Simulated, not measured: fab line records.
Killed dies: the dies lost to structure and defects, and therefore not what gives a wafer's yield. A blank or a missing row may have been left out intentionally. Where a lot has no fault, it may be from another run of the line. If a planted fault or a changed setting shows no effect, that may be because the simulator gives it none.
2 desks, one fault || flow gf180mcu || every desk sees just its own numbers, and what lay behind them comes last

== FROM THE METROLOGY DESK ==
What the gauges read, lot by lot, whatever tool the lot ran on: means of the sampled wafers that have a number. The brackets show how far a lot's mean lies from the usual mean; more than 4 standard deviations puts the lot out of limits, marked OUT.
Columns: A = cd_nm at GF_TOP_METAL_CD_MEAS_14, usual 440.6 nm; B = TOP_METAL_OVL at GF_TOP_METAL_OVL_MEAS_15, usual 0.5 nm
{"lot": "L257", "first seen here": "day 27 22:11", "A": 443.0, "B": -0.2}
{"lot": "L259", "first seen here": "day 28 18:35", "A": 439.9, "B": 0.9}
{"lot": "L260", "first seen here": "day 28 23:58", "A": 441.5, "B": 0.5}
{"lot": "L261", "first seen here": "day 29 06:02", "A": 441.7, "B": -1.4}
{"lot": "L262", "first seen here": "day 29 16:44", "A": 438.8, "B": -1.0}
{"lot": "L263", "first seen here": "day 29 20:20", "A": 439.6, "B": 2.0}
{"lot": "L264", "first seen here": "day 30 06:08", "A": 442.2, "B": -1.0}
{"lot": "L270", "first seen here": "day 31 23:59", "A": 440.6, "B": 2.1}
{"lot": "L272", "first seen here": "day 32 11:59", "A": 441.6, "B": -0.1}
{"lot": "L273", "first seen here": "day 32 14:11", "A": 440.4, "B": 0.4}
{"lot": "L276", "first seen here": "day 33 09:56", "A": 444.3, "B": 1.6}
{"lot": "L277", "first seen here": "day 33 13:05", "A": 439.4, "B": 0.6}
{"lot": "L278", "first seen here": "day 33 20:17", "A": 441.2, "B": 0.8}
{"lot": "L280", "first seen here": "day 34 08:14", "A": 442.4, "B": 0.5}
This desk found nothing out of limits on any of the 14 lots.

== FOR THE TOOL OWNER'S DESK: rie_diel-01 ==
The tool's own readings at GF_STI_ETCH_13 (etches the open film in CHF3/O2, stops on Si, target depth 282.31 nm, time 112.9 s): means of the sampled wafers that have a number, for each lot that ran on this tool. The brackets show how far a lot's mean lies from the usual mean; more than 4 standard deviations puts the lot out of limits, marked OUT.
Columns: A = drypump_motor_current_A at GF_STI_ETCH_13, usual 5.6 A; B = oes_product_au at GF_STI_ETCH_13, usual 0.834 a.u.; C = throttle_valve_pct at GF_STI_ETCH_13, usual 8.810 %
{"lot": "L257", "first seen here": "day 2 02:04", "A": 5.9, "B": 0.834, "C": 8.809}
{"lot": "L262", "first seen here": "day 3 04:55", "A": 5.9, "B": 0.837, "C": 8.813}
{"lot": "L270", "first seen here": "day 4 20:19", "A": 5.7, "B": 0.840, "C": 8.806}
{"lot": "L272", "first seen here": "day 5 06:43", "A": 5.9, "B": 0.837, "C": 8.814}
{"lot": "L273", "first seen here": "day 5 11:28", "A": 5.7, "B": 0.832, "C": 8.815}
This desk found nothing out of limits on any of the 5 lots.

== ALL TOGETHER ==
The metrology desk saw nothing out of limits.
The tool owner's desk saw nothing out of limits.

== WHAT THE SIMULATOR PUT IN ==
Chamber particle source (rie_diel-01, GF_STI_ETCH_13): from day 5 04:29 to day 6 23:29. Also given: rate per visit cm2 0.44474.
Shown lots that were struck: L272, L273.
